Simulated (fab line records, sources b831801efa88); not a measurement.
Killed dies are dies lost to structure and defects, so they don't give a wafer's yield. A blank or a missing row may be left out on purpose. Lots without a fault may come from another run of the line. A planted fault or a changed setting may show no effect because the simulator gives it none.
fab line records | flow gf180mcu | part 2 of 2: steps 34 to 47 of 47
record lots=5 wafers=15 last_day=33
route steps=602 shown VT_IMPLANT@102 MVSD@136 NWELL@137 LVPWELL@138 MVPSD@139 DUAL_GATE@141
lots that met no fault: from a run of the same line without faults
start_h: hours from the record's first day to the start of the lot's first wafer shown | wait_h: hours since the lot's step before | " the same as in the row above | L1.1+2: a row that stands for several wafers | - no value, or no start given | * or withheld: withheld | < > ~ a bound
route shown NAME@n: a module of which the file shows steps, and the number in the route of the first | usual: mean/standard deviation of fault-free wafers | same: alike in all rows | chamber/n: place in a boat | sites: the reading at each site | _std_site: their standard deviation | _edge_site: outer sites' mean less inner sites' | radius_mm: how far each site lies from the wafer's centre | mask NAME#n: copy n | behind: the tool/chamber that last shaped the wafer | hold: why the lot was held/for how many hours/how that ended | device: the transistor (n, p or np) that didn't switch | end of line: the same wafers' tests at the end of the route | a step without rows: its recipe alone | killed: dies lost to structure and defects at the first sort, not the wafer's yield | map: a wafer's dies, x killed, . not, _ none there
set.NAME: the setting as run; set.NAME@STEP: as run at that earlier step | model.NAME: the simulator's own value behind a step, which no gauge read
lots at some steps of the route; a table a step, a row a wafer
services: from which hour (start_h, from the record's first day; less than 0 if before it) a tool's chamber was out of use, for how many hours, and why
## steps
# step GF_VT_IMPLANT_RTA_45
# recipe temp_c=1050 time_s=30 ambient=N2
# usual lamp_power_pct=31.9/0.58 wafer_temp_C_max=1054.0/0.95
# columns lot.wafer tool chamber start_h wait_h lamp_power_pct wafer_temp_C_max
L076.2 rtp_anneal-02 0 170.13 0.0 31.6 1053.2
L076.5 " 0 " " 31.7 1053.3
L076.6 " 0 " " 31.7 1054.3
L081.1 rtp_anneal-02 0 206.62 0.0 31.7 1053.8
L081.3 " 0 " " 31.6 1055.4
L081.5 " 0 " " 31.7 1054.1
L087.2 rtp_anneal-02 0 246.20 0.0 31.7 1053.5
L087.4 " 0 " " 31.7 1054.7
L087.6 " 0 " " 31.7 1054.0
L090.1 rtp_anneal-02 0 261.41 0.0 31.7 1053.2
L090.3 " 0 " " 31.7 1053.4
L090.4 " 0 " " 31.7 1053.7
L091.1 rtp_anneal-02 0 270.71 0.0 31.7 1053.7
L091.2 " 0 " " 31.7 1053.1
L091.5 " 0 " " 31.7 1053.5
# step GF_VT_IMPLANT_RS_MEAS_46
# recipe thk_meas_gauge=four-point-probe
# usual MVSD_RS=456.4/1
# columns lot.wafer tool chamber start_h wait_h MVSD_RS[ohm/sq]
L076.2 film_metro-04 - 170.23 0.1 456.3
L076.5 " - " " 456.1
L076.6 " - " " 456.4
L081.1 film_metro-04 - 206.72 0.1 455.0
L081.3 " - " " 455.3
L081.5 " - " " 455.9
L087.2 film_metro-01 - 246.31 0.1 455.8
L087.4 " - " " 457.0
L087.6 " - " " 456.5
L090.1 film_metro-01 - 261.51 0.1 454.8
L090.3 " - " " 456.1
L090.4 " - " " 454.6
L091.1 film_metro-04 - 270.81 0.1 457.5
L091.2 " - " " 459.8
L091.5 " - " " 459.1
# step GF_VT_IMPLANT_RS_MEAS_47
# recipe thk_meas_gauge=four-point-probe
# usual NWELL_RS=488.0/0.96
# columns lot.wafer tool chamber start_h wait_h NWELL_RS[ohm/sq]
L076.2 film_metro-04 - 170.35 0.1 487.6
L076.5 " - " " 488.4
L076.6 " - " " 488.2
L081.1 film_metro-04 - 206.84 0.1 489.3
L081.3 " - " " 489.5
L081.5 " - " " 490.0
L087.2 film_metro-01 - 246.43 0.1 488.0
L087.4 " - " " 487.7
L087.6 " - " " 488.0
L090.1 film_metro-01 - 261.63 0.1 488.0
L090.3 " - " " 488.0
L090.4 " - " " 488.4
L091.1 film_metro-04 - 270.93 0.1 486.9
L091.2 " - " " 488.6
L091.5 " - " " 487.8
# step GF_VT_IMPLANT_RS_MEAS_48
# recipe thk_meas_gauge=four-point-probe
# usual LVPWELL_RS=1197/3
# columns lot.wafer tool chamber start_h wait_h LVPWELL_RS[ohm/sq]
L076.2 film_metro-04 - 170.47 0.1 1204
L076.5 " - " " 1203
L076.6 " - " " 1201
L081.1 film_metro-04 - 206.96 0.1 1195
L081.3 " - " " 1198
L081.5 " - " " 1194
L087.2 film_metro-01 - 246.55 0.1 1194
L087.4 " - " " 1193
L087.6 " - " " 1195
L090.1 film_metro-01 - 261.75 0.1 1197
L090.3 " - " " 1195
L090.4 " - " " 1197
L091.1 film_metro-04 - 271.05 0.1 1194
L091.2 " - " " 1197
L091.5 " - " " 1198
# step GF_VT_IMPLANT_RS_MEAS_49
# recipe thk_meas_gauge=four-point-probe
# usual MVPSD_RS=1168.1/2.8
# columns lot.wafer tool chamber start_h wait_h MVPSD_RS[ohm/sq]
L076.2 film_metro-04 - 170.59 0.1 1168.5
L076.5 " - " " 1168.3
L076.6 " - " " 1165.6
L081.1 film_metro-04 - 207.08 0.1 1173.9
L081.3 " - " " 1171.3
L081.5 " - " " 1170.9
L087.2 film_metro-01 - 246.67 0.1 1167.4
L087.4 " - " " 1168.4
L087.6 " - " " 1166.9
L090.1 film_metro-01 - 261.87 0.1 1166.0
L090.3 " - " " 1165.1
L090.4 " - " " 1166.5
L091.1 film_metro-04 - 271.17 0.1 1170.0
L091.2 " - " " 1169.2
L091.5 " - " " 1168.1
# step GF_VT_IMPLANT_WET_ETCH_50
# recipe chemistry=dHF target_depth_nm=20 target=SiO2 temp_c=25 dilution=100:1 time_s=400
# columns lot.wafer tool chamber start_h wait_h
L076.2+5+6 wet_bench-02 0 170.69 0.1
L081.1+3+5 wet_bench-02 2 207.20 0.1
L087.2+4+6 wet_bench-03 0 246.77 0.1
L090.1+3+4 wet_bench-02 3 261.99 0.1
L091.1+2+5 wet_bench-04 2 271.29 0.1
# step GF_DUAL_GATE_CLEAN_00
# recipe chemistry=SC1/SC2 mix=1:4:20 temp_c=70 time_s=150
# columns lot.wafer tool chamber start_h wait_h
L076.2+5+6 wet_bench-03 1 170.81 0.0
L081.1+3+5 wet_bench-03 2 207.33 0.0
L087.2+4+6 wet_bench-04 2 246.89 0.0
L090.1+3+4 wet_bench-03 2 262.12 0.0
L091.1+2+5 wet_bench-02 3 271.41 0.0
# step GF_DUAL_GATE_CLEAN_01
# recipe chemistry=dHF time_s=20 dilution=100:1 dry=ipa_marangoni
# columns lot.wafer tool chamber start_h wait_h
L076.2+5+6 wet_bench-03 2 170.86 0.0
L081.1+3+5 wet_bench-02 1 207.38 0.0
L087.2+4+6 wet_bench-03 1 246.94 0.0
L090.1+3+4 wet_bench-02 1 262.18 0.0
L091.1+2+5 wet_bench-04 0 271.46 0.0
# step GF_DUAL_GATE_OXIDATION_02
# recipe temp_c=900 ambient=O2 stabilise_s=600 purge_s=300 target_thk_a=108.87 ox_time_s=1602
# columns lot.wafer tool chamber start_h wait_h
L076.2+5+6 furnace-01 0 171.64 0.8
L081.1+3+5 furnace-01 0 207.79 0.4
L087.2+4+6 furnace-01 0 246.95 0.0
L090.1+3+4 furnace-01 0 262.33 0.1
L091.1+2+5 furnace-02 0 271.47 0.0
# step GF_DUAL_GATE_THK_MEAS_03
# recipe reads=SiO2_of_DUAL_GATE_OXIDATION_02
# usual DUAL_GATE_OXIDATION_00_THK=10.86/0.23
# columns lot.wafer tool chamber start_h wait_h DUAL_GATE_OXIDATION_00_THK[nm]
L076.2 film_metro-01 - 173.09 0.0 11.00
L076.5 " - " " 10.98
L076.6 " - " " 10.90
L081.1 film_metro-02 - 209.24 0.0 10.99
L081.3 " - " " 10.99
L081.5 " - " " 10.98
L087.2 film_metro-02 - 248.41 0.0 11.24
L087.4 " - " " 11.22
L087.6 " - " " 11.22
L090.1 film_metro-02 - 263.77 0.0 10.93
L090.3 " - " " 10.80
L090.4 " - " " 11.00
L091.1 film_metro-03 - 272.91 0.0 10.57
L091.2 " - " " 10.60
L091.5 " - " " 10.80
# step GF_DUAL_GATE_DEHYDRATE_04
# recipe temp_c=200 time_s=60
# columns lot.wafer tool chamber start_h wait_h
L076.2+5+6 litho_track-02 0 180.14 7.0
L081.1+3+5 litho_track-02 0 216.77 7.5
L087.2+4+6 litho_track-02 0 257.24 8.8
L090.1+3+4 litho_track-03 0 272.96 9.2
L091.1+2+5 litho_track-03 0 282.16 9.2
# step GF_DUAL_GATE_HMDS_05
# recipe prime_time_s=60 prime_temp_c=120
# columns lot.wafer tool chamber start_h wait_h
L076.2+5+6 litho_track-02 0 180.29 0.1
L081.1+3+5 litho_track-02 0 216.92 0.1
L087.2+4+6 litho_track-02 0 257.39 0.1
L090.1+3+4 litho_track-03 0 273.11 0.1
L091.1+2+5 litho_track-03 0 282.31 0.1
# step GF_DUAL_GATE_COAT_06
# recipe resist=NOVOLAK spin_rpm=3000 resist_thk_nm=1000
# columns lot.wafer tool chamber start_h wait_h
L076.2+5+6 litho_track-02 0 180.44 0.1
L081.1+3+5 litho_track-02 0 217.07 0.1
L087.2+4+6 litho_track-02 0 257.54 0.1
L090.1+3+4 litho_track-03 0 273.26 0.1
L091.1+2+5 litho_track-03 0 282.46 0.1
# step GF_DUAL_GATE_SOFTBAKE_07
# recipe temp_c=90 time_s=60 resist=NOVOLAK
# columns lot.wafer tool chamber start_h wait_h
L076.2+5+6 litho_track-02 0 180.59 0.1
L081.1+3+5 litho_track-02 0 217.22 0.1
L087.2+4+6 litho_track-02 0 257.69 0.1
L090.1+3+4 litho_track-03 0 273.41 0.1
L091.1+2+5 litho_track-03 0 282.61 0.1
## services
# columns tool chamber start_h hours kind
plasma_asher-03 - 108.75 9.0 pm
plasma_asher-03 0 108.75 9.0 vent_cycle
plasma_asher-03 1 108.75 9.0 vent_cycle
plasma_asher-03 0 117.75 - clean
plasma_asher-03 1 117.75 - clean
plasma_asher-01 - 134.26 2.2 repair
iline_stepper-01 - 146.87 1.7 pm
wet_bench-04 - 151.32 12.3 repair
implanter-04 - 159.20 4.7 repair
iline_stepper-02 - 166.68 1.7 pm
furnace-02 - 184.16 2.1 pm
iline_stepper-02 0 185.76 - calibration
implanter-03 - 201.85 5.1 pm
furnace-01 - 203.09 3.3 pm
plasma_asher-03 - 207.96 2.9 repair
implanter-04 - 212.84 4.5 repair
implanter-04 - 223.65 7.7 pm
plasma_asher-04 - 224.76 3.8 repair
implanter-04 - 231.36 3.3 pm
iline_stepper-01 0 241.14 - calibration
plasma_asher-04 - 243.71 2.8 pm
wet_bench-02 - 244.47 12.4 repair
plasma_asher-03 - 251.07 1.4 repair
implanter-03 - 256.70 1.3 repair
